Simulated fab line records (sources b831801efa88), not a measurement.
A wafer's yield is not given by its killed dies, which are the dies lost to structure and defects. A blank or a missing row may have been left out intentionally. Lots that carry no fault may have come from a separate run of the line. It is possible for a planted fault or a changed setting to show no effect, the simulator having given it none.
The tool behind it: which one? + flow gf180mcu + Sampling: 6 lots, 18 wafers, 2 of 602 route steps

## WHAT THE GAUGES READ, wafer by wafer
GF_POLY_GATE_CD_MEAS_10: target cd 280 nm.
| lot  | measured     | on        | cd_nm (nm)        |
|------|--------------|-----------|-------------------|
| L917 | day 9 23:11  | cd_sem-02 | 279.4 278.5 278.2 |
| L924 | day 12 06:44 | cd_sem-02 | 281.1 280.1 280.4 |
| L927 | day 13 00:47 | cd_sem-01 | 278.4 278.1 278.1 |
| L929 | day 13 17:06 | cd_sem-01 | 281.9 281.2 281.8 |
| L933 | day 14 19:16 | cd_sem-01 | 282.5 281.1 280.8 |
| L936 | day 15 15:45 | cd_sem-02 | 280.1 279.7 280.2 |

## TOOL THAT RAN EACH LOT (tool first, then ch and the chambers of the sampled wafers, then the start)
| lot  | GF_DNWELL_EXPOSE_04                |
|------|------------------------------------|
| L917 | iline_stepper-01 ch 0, day 3 03:46 |
| L924 | iline_stepper-01 ch 0, day 4 19:28 |
| L927 | iline_stepper-02 ch 0, day 5 08:55 |
| L929 | iline_stepper-02 ch 0, day 5 19:17 |
| L933 | iline_stepper-02 ch 0, day 6 15:14 |
| L936 | iline_stepper-02 ch 0, day 7 07:02 |
- GF_DNWELL_EXPOSE_04: exposes mask DNWELL, target cd 1700 nm.

## THE ANSWER, worked out from the rows above alone
Rule: the usual values come from the lots themselves. Put in order of their means at a reading, lots are off if they are a third of the lots or fewer, leave a main group of 4 or more, and stand apart from it by a gap of 3 or more times the standard deviation of the main group's means; of several such gaps the widest counts. A main group whose means are all the same, to the digits that the tables above print for the reading, isn't used. Also off: a lot with no number at a reading for which 4 or more lots have one. All remaining lots with rows at the step are treated as sound.
No lot is off at any reading shown: from this, nothing can be told.

## WHAT THE SIMULATOR PUT IN
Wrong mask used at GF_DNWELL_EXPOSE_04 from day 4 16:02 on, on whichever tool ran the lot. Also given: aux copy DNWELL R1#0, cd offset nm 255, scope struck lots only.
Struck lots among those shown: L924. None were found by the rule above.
